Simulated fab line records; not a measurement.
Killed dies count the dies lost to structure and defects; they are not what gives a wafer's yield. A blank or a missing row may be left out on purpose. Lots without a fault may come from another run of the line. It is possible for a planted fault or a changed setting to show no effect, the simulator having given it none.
Which of the tools did it?    flow sky130    33 wafers from 11 lots sampled at 5 of the route's 708 steps

## WHAT THE GAUGES SHOWED, per wafer
SKY_SD_P_CD_MEAS_07: the cd target is 380 nm. Usual: cd_nm at 379.7 nm, with a standard deviation of 2.6.
lot   measured      on         cd_nm (nm)         flag
L460  day 27 09:08  cd_sem-01  378.5 379.0 376.3  
L461  day 27 11:09  cd_sem-02  382.5 382.7 380.2  
L465  day 28 05:43  cd_sem-02  379.6 378.0 380.8  
L468  day 29 03:29  cd_sem-01  379.7 382.4 380.5  
L470  day 31 02:53  cd_sem-02  380.0 380.7 381.6  
L471  day 31 04:50  cd_sem-01  384.2 379.4 383.7  
L473  day 31 06:16  cd_sem-01  373.5 372.9 375.5  
L475  day 31 07:04  cd_sem-01  378.2 375.2 374.2  
L476  day 31 16:41  cd_sem-02  461.2 460.7 459.7  OFF
L478  day 32 11:46  cd_sem-01  458.7 456.3 459.4  OFF
L479  day 32 17:08  cd_sem-01  380.5 380.5 377.8  

## WHAT TOOL EACH LOT RAN ON (gives the tool, then ch and the chambers of the sampled wafers, and finally the start)
lot   SKY_LDD_HVN_STRIP_09                  SKY_LDD_LDN_STRIP_12                  SKY_POLY_CUT_ETCH_11                SKY_SD_P_COAT_02
L460  plasma_asher-03 ch 0,1, day 22 08:21  plasma_asher-02 ch 0,1, day 24 21:42  rie_diel-01 ch 1,2, day 26 04:18    litho_track-02 ch 0, day 26 18:17
L461  plasma_asher-01 ch 0,1, day 22 09:05  plasma_asher-03 ch 0,1, day 24 22:23  rie_diel-03 ch 0,1,3, day 26 05:38  litho_track-03 ch 0, day 26 19:39
L465  plasma_asher-04 ch 0,1, day 23 07:14  plasma_asher-02 ch 0,1, day 25 18:03  rie_diel-03 ch 0,1, day 27 00:44    litho_track-02 ch 0, day 27 15:37
L468  plasma_asher-03 ch 0,1, day 24 05:19  plasma_asher-02 ch 0,1, day 26 16:26  rie_diel-03 ch 0,1,3, day 27 23:14  litho_track-04 ch 0, day 28 13:20
L470  plasma_asher-03 ch 0,1, day 26 07:50  plasma_asher-04 ch 0,1, day 28 17:15  rie_diel-01 ch 0,1,3, day 29 23:18  litho_track-03 ch 0, day 30 12:48
L471  plasma_asher-03 ch 0,1, day 26 08:11  plasma_asher-04 ch 0,1, day 28 18:11  rie_diel-04 ch 0,1,3, day 30 00:46  litho_track-02 ch 0, day 30 14:31
L473  plasma_asher-01 ch 0,1, day 26 09:56  plasma_asher-04 ch 0,1, day 28 19:21  rie_diel-03 ch 1,2,3, day 30 02:26  litho_track-02 ch 0, day 30 16:14
L475  plasma_asher-01 ch 0,1, day 26 15:01  plasma_asher-03 ch 0,1, day 28 23:26  rie_diel-01 ch 2,3, day 30 04:14    litho_track-03 ch 0, day 30 17:09
L476  plasma_asher-03 ch 0,1, day 26 21:52  plasma_asher-02 ch 0,1, day 29 06:47  rie_diel-04 ch 2,3, day 30 12:17    litho_track-03 ch 0, day 31 02:24
L478  plasma_asher-01 ch 0,1, day 27 18:45  plasma_asher-03 ch 0,1, day 30 02:42  rie_diel-04 ch 0,1,3, day 31 08:23  litho_track-03 ch 0, day 31 21:58
L479  plasma_asher-01 ch 0,1, day 27 23:14  plasma_asher-02 ch 0,1, day 30 07:55  rie_diel-01 ch 0,1,3, day 31 13:05  litho_track-04 ch 0, day 32 03:02
- SKY_LDD_HVN_STRIP_09: strips in O2/N2.
- SKY_LDD_LDN_STRIP_12: strips in O2/N2.
- SKY_POLY_CUT_ETCH_11: etches Si3N4 in CF4/CH2F2/Ar, stops on poly-Si, time 42.5 s, target depth 60 nm.
- SKY_SD_P_COAT_02: resist thk 1140 nm.

## AS READ BY THE TOOLS THEMSELVES (means over the sampled wafers that have a number; for cases with no such wafer, the mark the record gives instead)
SKY_LDD_HVN_STRIP_09. Usual: drypump_motor_current_A 5.44 A, standard deviation 0.28; oes_product_au 0.407 a.u., standard deviation 0.0043; strip_time_to_endpoint_s 4.130 s, standard deviation 0.013.
lot   tool             drypump_motor_current_A (A)  oes_product_au (a.u.)  strip_time_to_endpoint_s (s)  flag
L460  plasma_asher-03  5.55                         0.413                  4.125                         
L461  plasma_asher-01  5.13                         0.412                  4.157                         
L465  plasma_asher-04  5.69                         0.410                  4.131                         
L468  plasma_asher-03  5.53                         0.411                  4.129                         
L470  plasma_asher-03  5.55                         0.407                  4.116                         
L471  plasma_asher-03  5.69                         0.403                  4.126                         
L473  plasma_asher-01  5.11                         0.405                  4.128                         
L475  plasma_asher-01  5.11                         0.406                  4.127                         
L476  plasma_asher-03  5.54                         0.405                  4.141                         
L478  plasma_asher-01  5.12                         0.405                  4.124                         
L479  plasma_asher-01  5.11                         0.409                  4.129                         

SKY_LDD_LDN_STRIP_12. Usual: drypump_motor_current_A 5.75 A, standard deviation 0.25; oes_product_au 0.715 a.u., standard deviation 0.0045; strip_time_to_endpoint_s 14.259 s, standard deviation 0.028.
lot   tool             drypump_motor_current_A (A)  oes_product_au (a.u.)  strip_time_to_endpoint_s (s)  flag
L460  plasma_asher-02  5.98                         0.714                  14.331                        
L461  plasma_asher-03  5.67                         0.713                  14.276                        
L465  plasma_asher-02  5.99                         0.718                  14.258                        
L468  plasma_asher-02  5.96                         0.715                  14.255                        
L470  plasma_asher-04  5.69                         0.709                  14.261                        
L471  plasma_asher-04  5.61                         0.715                  14.246                        
L473  plasma_asher-04  5.68                         0.718                  14.243                        
L475  plasma_asher-03  5.54                         0.715                  14.260                        
L476  plasma_asher-02  5.82                         0.724                  14.292                        
L478  plasma_asher-03  5.67                         0.716                  14.255                        
L479  plasma_asher-02  5.81                         0.716                  14.224                        

SKY_POLY_CUT_ETCH_11. Usual: drypump_motor_current_A 5.9 A, standard deviation 0.5; oes_product_au 0.832 a.u., standard deviation 0.0068; throttle_valve_pct 14.995 %, standard deviation 0.009.
lot   tool         drypump_motor_current_A (A)  oes_product_au (a.u.)  throttle_valve_pct (%)  flag
L460  rie_diel-01  5.6                          0.832                  14.998                  
L461  rie_diel-03  6.0                          0.831                  14.997                  
L465  rie_diel-03  5.5                          0.840                  14.994                  
L468  rie_diel-03  6.0                          0.837                  14.999                  
L470  rie_diel-01  5.7                          0.831                  14.995                  
L471  rie_diel-04  5.8                          0.824                  14.996                  
L473  rie_diel-03  5.9                          0.824                  14.996                  
L475  rie_diel-01  6.0                          0.832                  14.990                  
L476  rie_diel-04  6.0                          0.832                  14.997                  
L478  rie_diel-04  5.8                          0.834                  14.999                  
L479  rie_diel-01  5.7                          0.820                  15.004                  

## THE ANSWER, worked out from the rows above alone
Rule: take the mean of a lot's wafers that have a number; if it is more than 3 standard deviations from the usual mean, the lot is off. A lot without any number at a reading at which 4 lots or more have one is off too. Any other lot the step has rows for is counted as sound. After the gauges, taken in route order, come the tools' own readings; for these a lot's mean is taken, as printed above. The first step at which some lot is off is used, and at that step the reading that is off furthest; a lot without a number counts as furthest.
Off: L476, L478 (SKY_SD_P_CD_MEAS_07, cd_nm).
If a tool, at a process step before that reading, ran all the lots that are off and no sound lot after the first of them, it fits. Gauges at SKY_SD_P_CD_MEAS_07: tried the same way as those tools. Undecided on this evidence; 2 tools fit (rie_diel-04 at SKY_POLY_CUT_ETCH_11, litho_track-03 at SKY_SD_P_COAT_02).

## WHAT THE SIMULATOR PUT IN
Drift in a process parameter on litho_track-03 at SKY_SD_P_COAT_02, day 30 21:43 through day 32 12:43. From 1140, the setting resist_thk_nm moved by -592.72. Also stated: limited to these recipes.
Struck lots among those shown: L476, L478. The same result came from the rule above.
